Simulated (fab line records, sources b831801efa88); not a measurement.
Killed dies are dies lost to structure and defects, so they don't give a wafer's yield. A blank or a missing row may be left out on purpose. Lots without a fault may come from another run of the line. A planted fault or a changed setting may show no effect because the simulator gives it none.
Chamber matching | flow sky130 | SKY_LI_CONTACT_CMP_02 on cmp-02: 4 sister chambers
The step polishes PSG. 8 wafers are shown with their chamber, then 8 later ones without.

WAFERS WITH THEIR CHAMBER
wafer  | chamber | motor_current_A (A) | time_to_endpoint_s (s)
L520.3 | 1       | 12.3                | 33.2
L522.2 | 2       | 12.0                | 30.9
L522.4 | 1       | 12.5                | 35.6
L528.5 | 2       | 11.6                | 33.6
L530.4 | 3       | 13.3                | 31.2
L530.5 | 0       | 13.6                | 31.3
L530.6 | 3       | 13.1                | 34.0
L535.3 | 0       | 13.0                | 32.3

WAFERS WITHOUT THEIR CHAMBER
wafer  | motor_current_A (A) | time_to_endpoint_s (s)
L535.4 | 13.3                | 35.2
L535.5 | 13.6                | 33.8
L539.1 | 13.4                | 37.9
L539.5 | 12.0                | 31.5
L539.6 | 13.1                | 38.6
L540.3 | 11.7                | 31.4
L540.4 | 13.1                | 35.3
L540.5 | 13.8                | 30.2

WHICH CHAMBER EACH WENT THROUGH
wafer  | from the rows above          | in truth
L535.4 | can't be placed: 3 or 0 or 1 | 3
L535.5 | can't be placed: 3 or 0      | 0
L539.1 | can't be placed: 3 or 0 or 1 | 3
L539.5 | can't be placed: 2 or 1      | 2
L539.6 | can't be placed: 1 or 3 or 0 | 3
L540.3 | 2                            | 2
L540.4 | can't be placed: 3 or 0 or 1 | 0
L540.5 | can't be placed: 0 or 3      | 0
Placed correctly: 1 of 8. Can't be placed from these rows: 7 (the true chamber is among the candidates in 7). Placed wrongly: 0.
How it was worked out, from the rows above alone: a wafer's distance from a chamber is the root of the sum, over the readings, of the square of ((its reading less the chamber's mean) divided by the reading's scatter). The wafer belongs to the nearest chamber; if the next one is less than 2 further off, it can't be placed. A chamber's mean is the mean of its shown wafers. The scatter: the root of (the sum of the squares of (reading less its chamber's mean) over the shown wafers, divided by (wafers less chambers)).
